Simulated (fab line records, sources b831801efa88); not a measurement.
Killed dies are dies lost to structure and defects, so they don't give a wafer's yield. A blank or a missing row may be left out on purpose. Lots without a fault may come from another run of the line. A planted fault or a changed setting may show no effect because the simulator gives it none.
fab line records | flow sky130 | part 2 of 2: steps 42 to 42 of 42
record lots=6 wafers=18 last_day=50
route steps=708 shown POLY_CUT@317 SD_P@320 RES_XHIGH@332 SD_N@342 PAD_OPEN@708
lots that met no fault: from a run of the same line without faults
start_h: hours from the record's first day to the start of the lot's first wafer shown | wait_h: hours since the lot's step before | " the same as in the row above | L1.1+2: a row that stands for several wafers | - no value, or no start given | * or withheld: withheld | < > ~ a bound
route shown NAME@n: a module of which the file shows steps, and the number in the route of the first | usual: mean/standard deviation of fault-free wafers | same: alike in all rows | chamber/n: place in a boat | sites: the reading at each site | _std_site: their standard deviation | _edge_site: outer sites' mean less inner sites' | radius_mm: how far each site lies from the wafer's centre | mask NAME#n: copy n | behind: the tool/chamber that last shaped the wafer | hold: why the lot was held/for how many hours/how that ended | device: the transistor (n, p or np) that didn't switch | end of line: the same wafers' tests at the end of the route | a step without rows: its recipe alone | killed: dies lost to structure and defects at the first sort, not the wafer's yield | map: a wafer's dies, x killed, . not, _ none there
set.NAME: the setting as run; set.NAME@STEP: as run at that earlier step | model.NAME: the simulator's own value behind a step, which no gauge read
lots at some steps of the route; a table a step, a row a wafer
services: from which hour (start_h, from the record's first day; less than 0 if before it) a tool's chamber was out of use, for how many hours, and why
## steps
# step SKY_PAD_OPEN_PROBE_99
# usual killed_at_M0_to_M3=43/7 killed_at_M4_up=3.1/1.9 killed_at_contacts=25/6.1 killed_at_front_end=15/4.5 killed_at_other=0.3/0.55 killed_dies=87/8.9 killed_open=47/6.4 killed_short=40/6.6
# same gross_dies=492 killed_at_back_side=0
# columns lot.wafer tool chamber start_h wait_h killed_at_M0_to_M3 killed_at_M4_up killed_at_contacts killed_at_front_end killed_at_other killed_dies killed_open killed_short model.etest.pfet_g5v0d10v5.r_on_ohm_um model.etest.pfet_01v8.r_on_ohm_um model.etest.pfet_g5v0d10v5.drive_ua_um model.etest.res_high_po.rs_ohm_sq_rim_less_centre model.etest.res_high_po.rs_ohm_sq_range model.etest.pfet_01v8_lvt.drive_ua_um model.etest.pfet_01v8_mvt.drive_ua_um model.etest.res_pdiff.rs_ohm_sq_rim_less_centre
L520.1 prober-02 - 1091.20 0.1 54 3 25 17 0 99 53 46 4674 2933 348.6 -6.797 9.417 174.5 149 -2.634
L520.2 prober-02 - 1091.25 0.1 47 1 42 12 0 102 58 44 4695 2894 345.4 -6.454 8.034 174.9 151.1 -5.922
L520.6 prober-02 - 1091.45 0.2 38 0 20 20 1 79 48 31 4687 2964 344.6 -4.299 7.454 174.2 149.7 -3.772
L523.3 prober-02 - 1106.37 0.2 47 7 28 7 0 89 47 41 4692 2928 347.5 -2.544 6.184 174.3 149.6 -3.445
L523.4 prober-02 - 1106.42 0.2 43 5 30 16 0 94 54 40 4709 2971 348.8 -4.094 7.918 174.9 148.1 -2.422
L523.5 prober-02 - 1106.47 0.2 49 0 26 9 0 84 45 38 4713 2864 345.2 -0.3312 6.151 177.9 153.5 -3.632
L528.2 prober-02 - 1136.22 0.1 37 4 37 12 0 90 51 39 4741 2844 340.5 -7.646 10.5 178.8 154.5 -5.031
L528.3 prober-02 - 1136.27 0.2 53 2 29 12 0 96 49 47 4764 2794 339.9 -10.5 12.17 180.4 155.9 -3.202
L528.4 prober-02 - 1136.32 0.2 40 3 34 10 0 87 46 40 4717 2778 345.5 -6.91 9.573 181.5 157.3 -4.089
L533.1 prober-01 - 1161.37 0.1 33 2 18 16 1 70 35 35 4957 3148 335.6 -21.05 22.4 163 142.7 -8.567
L533.5 prober-01 - 1161.57 0.2 33 4 18 21 0 76 30 45 4992 3096 331.1 -17.8 19.83 162.6 142.1 -6.918
L533.6 prober-01 - 1161.62 0.2 52 1 22 12 0 87 55 31 5126 3235 325.6 -18.08 20.4 159.3 137.5 -6.337
L534.2 prober-02 - 1162.92 0.1 39 7 24 12 0 82 46 36 4927 3018 334.6 -15.04 16.4 163.8 148.7 -3.367
L534.4 prober-02 - 1163.02 0.2 40 1 28 9 3 81 48 32 4983 3024 330.9 -16.25 17.58 163.8 149.2 -4.401
L534.6 prober-02 - 1163.12 0.2 42 1 17 17 0 77 30 47 4952 3006 334.1 -11.32 12.61 165.4 149.9 -5.186
L541.1 prober-02 - 1201.93 0.1 30 1 25 29 0 85 45 40 4888 3015 335.5 -8.705 12.12 170.5 146.8 -5.52
L541.3 prober-02 - 1202.03 0.2 23 4 25 13 0 65 32 33 4672 2878 343.9 -9.829 13.5 175.7 152.5 -6.353
L541.6 prober-02 - 1202.18 0.2 30 4 39 27 1 101 48 53 4760 2975 344.3 -8.636 11.01 171.4 147.7 -7.044
# killed by level:class
L520.1 VIA1:geometric_particle:open=15 CONTACT:geometric_particle:open=11 VIA1:geometric_particle:short=8 FIELD_ISO:geometric_particle:short=7 METAL2:geometric_particle:short=6 FIELD_ISO:geometric_particle:open=5 VIA2:geometric_particle:open=5 VIA3:geometric_particle:open=5
L520.2 CONTACT:geometric_particle:open=15 VIA1:geometric_particle:open=14 LI_CONTACT:geometric_particle:open=9 CONTACT:geometric_particle:short=8 VIA2:geometric_particle:open=8 LI_CONTACT:geometric_particle:short=7 METAL3:geometric_particle:short=6 VIA1:geometric_particle:short=5
L520.6 VIA3:geometric_particle:open=10 VIA2:geometric_particle:open=8 CONTACT:geometric_particle:open=6 LOCAL_INTERCONNECT:geometric_particle:short=6 FIELD_ISO:geometric_particle:short=5 LI_CONTACT:geometric_particle:open=5 VIA1:geometric_particle:open=5 METAL2:geometric_particle:short=5
L523.3 METAL2:geometric_particle:short=11 LI_CONTACT:geometric_particle:open=8 CONTACT:geometric_particle:open=8 VIA1:geometric_particle:open=8 CONTACT:geometric_particle:short=7 VIA3:geometric_particle:open=7 VIA1:geometric_particle:short=4 VIA2:geometric_particle:open=4
L523.4 VIA1:geometric_particle:open=12 CONTACT:geometric_particle:open=10 VIA2:geometric_particle:open=9 LI_CONTACT:geometric_particle:open=7 CONTACT:geometric_particle:short=6 METAL2:geometric_particle:short=6 FIELD_ISO:geometric_particle:short=4 FIELD_ISO:geometric_particle:open=4
L523.5 LI_CONTACT:geometric_particle:open=10 VIA1:geometric_particle:open=10 VIA3:geometric_particle:open=9 CONTACT:geometric_particle:open=8 METAL2:geometric_particle:short=7 CONTACT:geometric_particle:short=6 VIA1:geometric_particle:short=6 VIA2:geometric_particle:open=5
L528.2 CONTACT:geometric_particle:open=14 LI_CONTACT:geometric_particle:open=8 VIA3:geometric_particle:open=8 LOCAL_INTERCONNECT:geometric_particle:short=5 CONTACT:geometric_particle:short=5 VIA1:geometric_particle:short=5 VIA1:geometric_particle:open=5 FIELD_ISO:geometric_particle:open=4
L528.3 LI_CONTACT:geometric_particle:open=10 CONTACT:geometric_particle:open=9 VIA1:geometric_particle:open=9 VIA3:geometric_particle:open=7 METAL2:geometric_particle:short=6 VIA2:geometric_particle:short=6 METAL1:geometric_particle:short=5 VIA1:geometric_particle:short=5
L528.4 VIA2:geometric_particle:open=11 CONTACT:geometric_particle:open=10 LI_CONTACT:geometric_particle:open=7 CONTACT:geometric_particle:short=6 METAL1:geometric_particle:short=6 VIA1:geometric_particle:open=6 LOCAL_INTERCONNECT:geometric_particle:short=5 VIA3:geometric_particle:open=5
L533.1 FIELD_ISO:geometric_particle:short=7 CONTACT:geometric_particle:open=7 VIA3:geometric_particle:open=7 VIA2:geometric_particle:open=6 LI_CONTACT:geometric_particle:open=5 METAL2:geometric_particle:short=5 POLY_GATE:geometric_particle:short=4 POLY_GATE:geometric_particle:open=3
L533.5 CONTACT:geometric_particle:open=8 FIELD_ISO:geometric_particle:short=7 METAL2:geometric_particle:short=6 METAL3:geometric_particle:short=6 VIA1:geometric_particle:short=5 CONTACT:geometric_particle:short=4 METAL4:geometric_particle:short=4 POLY_GATE:geometric_particle:open=3
L533.6 VIA1:geometric_particle:open=12 VIA2:geometric_particle:open=10 VIA3:geometric_particle:open=7 METAL1:geometric_particle:short=6 METAL2:geometric_particle:short=6 CONTACT:geometric_particle:short=5 CONTACT:geometric_particle:open=5 POLY_GATE:geometric_particle:open=4
L534.2 VIA2:geometric_particle:open=10 CONTACT:geometric_particle:open=9 VIA1:geometric_particle:short=7 CONTACT:geometric_particle:short=6 VIA1:geometric_particle:open=6 VIA3:geometric_particle:open=5 METAL4:geometric_particle:short=5 POLY_GATE:geometric_particle:open=4
L534.4 VIA1:geometric_particle:open=13 CONTACT:geometric_particle:short=8 VIA2:geometric_particle:open=8 VIA1:geometric_particle:short=7 CONTACT:geometric_particle:open=7 LI_CONTACT:geometric_particle:open=6 VIA3:geometric_particle:open=6 FIELD_ISO:geometric_particle:short=4
L534.6 VIA1:geometric_particle:open=11 LI_CONTACT:geometric_particle:short=7 METAL1:geometric_particle:short=5 VIA1:geometric_particle:short=5 VIA2:geometric_particle:short=5 CONTACT:geometric_particle:open=4 METAL3:geometric_particle:short=4 METAL2:geometric_particle:short=4
L541.1 FIELD_ISO:geometric_particle:short=9 LI_CONTACT:geometric_particle:open=8 POLY_GATE:geometric_particle:short=7 VIA3:geometric_particle:open=7 VIA1:geometric_particle:open=6 FIELD_ISO:geometric_particle:open=5 CONTACT:geometric_particle:open=5 POLY_GATE:geometric_particle:open=4
L541.3 CONTACT:geometric_particle:open=10 CONTACT:geometric_particle:short=6 VIA1:geometric_particle:open=4 LOCAL_INTERCONNECT:geometric_particle:short=4 METAL2:geometric_particle:short=4 FIELD_ISO:geometric_particle:open=3 POLY_GATE:geometric_particle:short=3 LI_CONTACT:geometric_particle:short=3
L541.6 CONTACT:geometric_particle:open=14 LOCAL_INTERCONNECT:geometric_particle:short=11 POLY_GATE:geometric_particle:open=9 FIELD_ISO:geometric_particle:short=6 POLY_GATE:geometric_particle:short=6 LI_CONTACT:geometric_particle:open=6 VIA3:geometric_particle:short=5 CONTACT:geometric_particle:short=5
## services
# columns tool chamber start_h hours kind
plasma_asher-03 - 585.74 2.3 repair
plasma_asher-02 - 592.44 2.4 repair
implanter-03 - 592.85 2.5 repair
implanter-04 - 602.23 4.7 repair
implanter-04 - 625.78 9.0 repair
plasma_asher-03 - 631.27 15.2 pm
rie_diel-02 - 631.89 0.5 repair
rie_diel-02 1 648.00 7.1 repair
rie_diel-03 1 650.87 10.9 repair
rie_diel-02 1 669.45 9.1 repair
rie_diel-01 0 669.76 5.2 repair
rie_diel-02 2 682.18 26.2 repair
rie_diel-01 1 683.42 1.3 repair
implanter-04 - 703.49 2.9 repair
implanter-04 - 705.29 16.1 repair
plasma_asher-01 - 733.75 9.0 pm
rie_diel-02 2 759.63 2.4 repair
rie_diel-01 0 765.25 10.4 repair
rie_diel-01 - 766.00 28.1 pm
implanter-03 - 785.79 1.7 repair
plasma_asher-03 - 799.25 2.8 pm
rie_diel-03 1 804.36 7.5 repair
plasma_asher-04 - 813.30 14.6 pm
rie_diel-01 - 816.37 1.9 repair
## key
first_sign none at tools or gauges
model_effect step=SKY_PAD_OPEN_PROBE_99 value=etest.pfet_g5v0d10v5.r_on_ohm_um without=4738 struck=4990
met_at SKY_SD_P_IMPLANT_09
struck_wafers L533.1,L533.5,L533.6,L534.2,L534.4,L534.6
tester_left_out L533,L534
onset_between 608.53 706.41
also_fits SKY_RES_XHIGH_STRIP_08:plasma_asher-02
fault kind=process_parameter_drift tool=implanter-03 chamber=- onset_h=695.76 steps=SKY_SD_P_IMPLANT_09 channel=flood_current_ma offset=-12 shape=step end_h=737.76
# tester_left_out: of these lots the tester's yield and bins aren't shown, on N5 and GAA mostly nor the transistor test; their killed dies are dies lost to structure and defects alone, not to doping, threshold or leakage, so they don't give the yield
